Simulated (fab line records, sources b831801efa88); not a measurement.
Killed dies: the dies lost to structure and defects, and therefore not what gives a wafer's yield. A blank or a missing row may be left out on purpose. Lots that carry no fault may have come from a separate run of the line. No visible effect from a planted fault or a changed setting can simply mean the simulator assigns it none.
One fault seen from 2 desks | flow sky130 | each desk has only its own numbers; what lay behind them comes last

== AT THE METROLOGY DESK ==
Lot by lot, what the gauges showed, no matter which tool ran the lot: averages of those sampled wafers that carry a number. If a lot's mean is further than 4 standard deviations from the usual mean, the lot is out of limits and carries the mark OUT (the distance appears in the brackets).
Columns: A = cdNm at SKY_VT_ADJUST_HVTR_CD_MEAS_07, usual 378.9 nm; B = GATE_OXIDE_OXIDATION_00_THK at SKY_GATE_OXIDE_THK_MEAS_02, usual 10.28 nm; C = cdNm at SKY_POLY_GATE_CD_MEAS_13, usual 150.1 nm
lot  | first seen here | A     | B              | C
L377 | day 9 00:40     | 381.5 | 10.18          | 149.8
L378 | day 9 19:46     | 383.5 | 10.38          | 149.8
L379 | day 10 13:30    | 377.1 | 10.07          | 148.7
L381 | day 10 16:14    | 378.5 | 10.19          | 150.7
L380 | day 10 17:18    | 375.5 | 10.09          | 149.0
L382 | day 11 08:04    | 378.0 | 9.90           | 148.7
L383 | day 11 22:15    | 377.7 | 10.58          | 149.4
L385 | day 12 05:44    | 380.9 | 10.66          | 151.7
L384 | day 12 07:09    | 379.1 | 10.22          | 150.4
L395 | day 14 21:32    | 380.5 | 7.92 (-12) OUT | 150.9
L396 | day 15 03:12    | 375.9 | 7.96 (-12) OUT | 151.4
This desk's result: L395, L396 out of limits, first on L395 (GATE_OXIDE_OXIDATION_00_THK at SKY_GATE_OXIDE_THK_MEAS_02), day 18 16:53. In limits: L377, L378, L379, L381, L380, L382, L383, L385, L384.

== THE TOOL OWNER'S DESK: furnace-01 ==
The tool's own readings at SKY_GATE_OXIDE_OXIDATION_01 (stabilise 600 s, purge 300 s, target thk 10.268 nm): means of the sampled wafers that have a number, for each lot that ran on this tool. If a lot's mean is further than 4 standard deviations from the usual mean, the lot is out of limits and carries the mark OUT (the distance appears in the brackets).
Columns: A = spikeTcBottomC at SKY_GATE_OXIDE_OXIDATION_01, usual 914.8 C; B = spikeTcCentreC at SKY_GATE_OXIDE_OXIDATION_01, usual 900.8 C; C = spikeTcLowerC at SKY_GATE_OXIDE_OXIDATION_01, usual 901.8 C; D = spikeTcTopC at SKY_GATE_OXIDE_OXIDATION_01, usual 906.9 C; E = spikeTcUpperC at SKY_GATE_OXIDE_OXIDATION_01, usual 901.3 C; F = tubeCenterTempC at SKY_GATE_OXIDE_OXIDATION_01, usual 899.99 C; G = tube_center_temp_C_max at SKY_GATE_OXIDE_OXIDATION_01, usual 902.3
lot  | first seen here | A               | B               | C               | D               | E               | F                        | G
L377 | day 12 06:33    | 914.3           | 900.6           | 902.1           | 906.5           | 902.3           | 899.91                   | 902.0
L378 | day 13 01:13    | 914.9           | 900.3           | 902.1           | 906.9           | 901.1           | 900.00                   | 902.3
L379 | day 13 23:20    | 914.6           | 901.5           | 900.9           | 906.1           | 901.8           | 899.97                   | 902.4
L380 | day 14 02:29    | 914.3           | 901.6           | 900.7           | 906.8           | 902.0           | 900.04                   | 902.7
L382 | day 14 20:25    | 914.5           | 901.0           | 902.4           | 905.6           | 901.3           | 899.96                   | 902.3
L384 | day 15 19:13    | 913.8           | 900.0           | 901.6           | 906.2           | 901.7           | 899.92                   | 902.4
L395 | day 18 15:28    | 891.1 (-22) OUT | 879.0 (-23) OUT | 879.1 (-23) OUT | 883.7 (-21) OUT | 879.7 (-13) OUT | 877.39 (-99 or more) OUT | 879.8 (-61) OUT
L396 | day 19 04:00    | 891.8 (-21) OUT | 877.8 (-24) OUT | 880.4 (-21) OUT | 883.7 (-21) OUT | 879.3 (-14) OUT | 877.39 (-99 or more) OUT | 880.1 (-60) OUT
This desk's verdict: out of limits on L395, L396, starting with L395 at day 18 15:28 (spikeTcBottomC at SKY_GATE_OXIDE_OXIDATION_01). In limits: L377, L378, L379, L380, L382, L384.

== PUT TOGETHER ==
The tool owner's desk could have raised an alarm at day 18 15:28, on L395, L396.
At day 18 16:53 the metrology desk could have sounded an alarm, on L395, L396.
On furnace-01, each named lot ran SKY_GATE_OXIDE_OXIDATION_01.

== WHAT WAS PUT IN BY THE SIMULATOR ==
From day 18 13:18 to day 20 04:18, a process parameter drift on furnace-01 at SKY_GATE_OXIDE_OXIDATION_01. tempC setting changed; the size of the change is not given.
Struck lots among those shown: L395, L396.
Counting hours from when the fault started, the first reading out of limits came at 2 for the tool owner's desk and at 4 for the metrology desk.
